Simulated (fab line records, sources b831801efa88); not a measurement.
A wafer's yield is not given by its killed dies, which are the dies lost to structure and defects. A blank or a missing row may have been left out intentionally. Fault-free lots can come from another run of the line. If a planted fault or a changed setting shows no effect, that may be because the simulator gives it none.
The tool behind it: which one? | flow gf180mcu | 17 wafers from 6 lots sampled at 2 of the route's 602 steps

## WHAT EACH GAUGE READ, for each wafer
GF_PSD_RS_MEAS_14: the measuring method here is four-point-probe.
lot  | measured     | on            | NSD_RS (ohm/sq)
L663 | day 15 06:06 | film-metro-04 | 46.15 46.05 46.12
L666 | day 15 22:48 | film-metro-02 | 46.20 46.28 46.16
L672 | day 17 20:06 | film-metro-01 | 46.22 47.21 46.22 47.19
L679 | day 20 09:02 | film-metro-02 | 46.13 46.19 46.19
L682 | day 21 07:29 | film-metro-04 | 45.98 46.07 46.05
L684 | day 21 21:48 | film-metro-01 | 46.27 46.28 46.28

## WHAT TOOL EACH LOT RAN ON (gives the tool, then ch and the chambers of the sampled wafers, and finally the start)
lot  | GF_PSD_RTA_13
L663 | rtp-anneal-01 ch 0, day 15 06:01
L666 | rtp-anneal-02 ch 0, day 15 22:43
L672 | rtp-anneal-02 ch 0, day 17 20:01
L679 | rtp-anneal-02 ch 0, day 20 08:56
L682 | rtp-anneal-01 ch 0, day 21 07:24
L684 | rtp-anneal-01 ch 0, day 21 21:43
- GF_PSD_RTA_13: time 20 s.

## THE ANSWER, worked out from the rows above alone
Rule: the usual values come from the lots themselves. Put in order of their means at a reading, lots are off if they are a third of the lots or fewer, leave a main group of 4 or more, and stand apart from it by a gap of 3 or more times the standard deviation of the main group's means; of several such gaps the widest counts. A main group is skipped when, at the precision printed for the reading in the tables above, its means are all equal. Also off: a lot with no number at a reading for which 4 or more lots have one. Where the step has rows for the other lots, those lots are counted as sound.
Off: L672, seen at GF_PSD_RS_MEAS_14 (NSD_RS). The main group has a mean of 46.16 ohm/sq with a standard deviation of 0.084.
If a tool, at a process step before that reading, ran all the lots that are off and no sound lot after the first of them, it fits. Gauges at GF_PSD_RS_MEAS_14: tried the same way as those tools. Not one of the candidates tried fits.

## WHAT HAD BEEN PUT IN BY THE SIMULATOR
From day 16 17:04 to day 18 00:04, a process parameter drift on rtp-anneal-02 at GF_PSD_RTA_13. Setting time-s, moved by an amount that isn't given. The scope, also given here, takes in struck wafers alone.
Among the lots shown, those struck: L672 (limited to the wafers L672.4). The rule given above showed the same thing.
